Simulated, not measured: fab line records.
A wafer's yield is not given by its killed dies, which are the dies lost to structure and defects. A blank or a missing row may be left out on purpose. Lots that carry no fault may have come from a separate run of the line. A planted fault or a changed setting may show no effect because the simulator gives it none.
2 desks, one fault ; flow gf180mcu ; only its own numbers are on each desk; what lay behind them is given at the end

METROLOGY DESK
Lot by lot, what the gauges showed, no matter which tool ran the lot: averages of those sampled wafers that carry a number. Any lot whose mean is over 4 standard deviations away from the usual mean is out of limits and marked OUT; that distance is given in the brackets.
Columns: A = V4_BOW at GF_V4_BOW_MEAS_05, usual 136 um
lot;first seen here;A
L321;day 24 18:37;143
L320;day 25 00:16;145
L323;day 25 14:13;128
L329;day 28 03:18;109
L331;day 28 16:24;97 (-4.2) OUT
L333;day 29 02:50;139
L335;day 29 06:59;138
L334;day 29 09:14;138
L336;day 29 14:01;149
L338;day 30 01:04;145
L339;day 30 06:05;140
This desk's result: L331 out of limits, first on L331 (V4_BOW at GF_V4_BOW_MEAS_05), day 28 16:24. In limits: L321, L320, L323, L329, L333, L335, L334, L336, L338, L339.

TOOL OWNER'S DESK, hdpcvd-01
The tool's own readings at GF_V4_CVD_00 (deposits SiO2, target thk 600 nm, time 100 s): means of the sampled wafers that have a number, for each lot that ran on this tool. Any lot whose mean is over 4 standard deviations away from the usual mean is out of limits and marked OUT; that distance is given in the brackets.
Columns: A = pressure_mtorr at GF_V4_CVD_00, usual 5.998 mTorr; B = run_length_s at GF_V4_CVD_00, usual 127.4 s
lot;first seen here;A;B
L320;day 24 23:26;6.001;127.6
L323;day 25 13:39;6.006;127.8
L333;day 29 02:17;5.989;127.9
L335;day 29 06:25;5.995;127.5
L334;day 29 08:40;5.990;127.7
L336;day 29 13:27;5.993;127.9
L339;day 30 05:32;6.005;127.3
This desk's verdict: no lot among the 7 shows anything out of limits.

PUT TOGETHER
An alarm was possible from the metrology desk at day 28 16:24, on L331.
Nothing out of limits was seen by the tool owner's desk.
The tool owner's desk has no number on record for L331.
The lots listed all ran GF_V4_CVD_00 on hdpcvd-01.

WHAT THE SIMULATOR HAD INSERTED
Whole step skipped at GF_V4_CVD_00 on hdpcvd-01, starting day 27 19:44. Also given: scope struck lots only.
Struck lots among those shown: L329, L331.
Time in hours between the start of the fault and the first out-of-limits reading at each desk: metrology desk, 21.
